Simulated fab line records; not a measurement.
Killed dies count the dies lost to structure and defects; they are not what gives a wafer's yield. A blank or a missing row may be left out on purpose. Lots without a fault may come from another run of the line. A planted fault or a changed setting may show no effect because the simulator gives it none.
Struck lot and sound lot, side by side :: flow sfq_line :: 14 out of 325 route steps
Sound: these wafers, L799.1, L799.3, L799.4. Struck: wafer L795.1. (L795.4 of the same lot was not struck and is left out.) The cause comes at the end.
Each step with rows lists, per side, the tool, then ch with its chambers, then its first start. Under that, the readings that differ: sound wafers :: struck wafers :: difference of the means :: sigmas: that difference in standard deviations of wafers without a fault.
alike: words and numbers the same on both sides, and readings whose means are apart by under 2 such deviations; not compared: readings that were withheld, readings missing a value for some wafer, numbers with overlapping values and no deviation given by the record, and bounds like >300 which may hide the same value.
A row with sigmas, a row that says differs or no value, or rows on one side alone: a step with any of these is where the two part. Numbers that have no deviation but don't overlap get no sigmas and don't part them. Lack of a reading on every wafer of one side parts them only where that side has two or more wafers.

first, 2 steps without rows for these wafers: SFQ_TRILAYER_I2_VIA_STRIP_SOLV_CLEAN_072 (cleans in NMP, time 600 s); SFQ_TRILAYER_M3_DEP_PRE_CLEAN_074 (time 22.5 s).
SFQ_TRILAYER_M3_DEP_SPUTTER_073: material Nb, target thk 200 nm, time 133.3 s.
  struck on pvd_sputter-05, day 34 07:23; sound on pvd_sputter-06, day 41 02:06
  alike: throttle_valve_pct
SFQ_M3_RS_MEAS_919: a four-point-probe measurement.
  struck on film_metro-02, day 34 07:29; sound on film_metro-02, day 41 02:11
  alike: M3_NB_RS
then, 6 steps without rows for these wafers: SFQ_TRILAYER_M3_LITHO_COAT_080 (resist thk 62 nm); SFQ_TRILAYER_M3_LITHO_COAT_075 (resist thk 600 nm); SFQ_TRILAYER_M3_LITHO_SOFTBAKE_079; SFQ_TRILAYER_M3_LITHO_EXPOSE_076 (exposes mask M3, target cd 500 nm); SFQ_TRILAYER_M3_LITHO_PEB_078 (peb time 60 s); SFQ_TRILAYER_M3_LITHO_DEVELOP_077 (time 60 s).
-- the record jumps here: 3 days lie between the struck wafers' starts before and after --
SFQ_M3_OVL_MEAS_921:
  struck on overlay-01, day 37 08:45; sound on overlay-01, day 46 05:46
  alike: M3_OVL
SFQ_TRILAYER_M3_BARC_OPEN_METAL_ETCH_100: etches BARC in O2, target depth 125 nm, time 41.7 s.
  sound on rie_metal-04 ch 0,1, day 46 05:48; struck on rie_metal-01 ch 1, day 37 08:47
reading: oes_product_au (a.u.)
sound: 0.687 0.682 0.683
struck: 0.787
difference: +0.103
sigmas: +22

reading: run_length_s (s)
sound: 70.2 70.2 70.6
struck: 63.5
difference: -6.8
sigmas: -15

reading: model.KrF_of_TRILAYER_M3_LITHO_COAT_075.thk_nm (nm)
sound: 522.1 524.2 523.3
struck: 529.5
difference: +6.3
sigmas: 
  alike: drypump_motor_current_A
  not compared: rf_fwd_power_W, rf_hours_counter_h
SFQ_TRILAYER_M3_ETCH_METAL_ETCH_078: etches Nb in Cl2/Ar, stops on SiO2, target depth 240 nm, time 120 s.
  sound on rie_metal-04 ch 0,1, day 46 05:52; struck on rie_metal-01 ch 1, day 37 08:51
reading: model.KrF_of_TRILAYER_M3_LITHO_COAT_075.thk_nm (nm)
sound: 379.6 380.9 382.3
struck: 389.8
difference: +8.9
sigmas: 
  alike: drypump_motor_current_A, oes_product_au, rf_fwd_power_W, run_length_s
  not compared: rf_hours_counter_h
SFQ_TRILAYER_M3_STRIP_STRIP_079: strips in O2.
  sound on rie_metal-04 ch 0,1, day 46 05:59; struck on rie_metal-01 ch 1, day 37 08:58
  alike: drypump_motor_current_A, oes_product_au
  not compared: rf_hours_counter_h

== WHERE THEY PART ==
Only at SFQ_TRILAYER_M3_BARC_OPEN_METAL_ETCH_100, within this record. Later steps at which nothing parts them and some readings are alike: SFQ_TRILAYER_M3_ETCH_METAL_ETCH_078, SFQ_TRILAYER_M3_STRIP_STRIP_079.

WHY: what had been put in by the simulator
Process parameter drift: rie_metal-01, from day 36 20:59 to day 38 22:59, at SFQ_TRILAYER_M3_BARC_OPEN_METAL_ETCH_100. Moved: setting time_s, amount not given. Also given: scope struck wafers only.
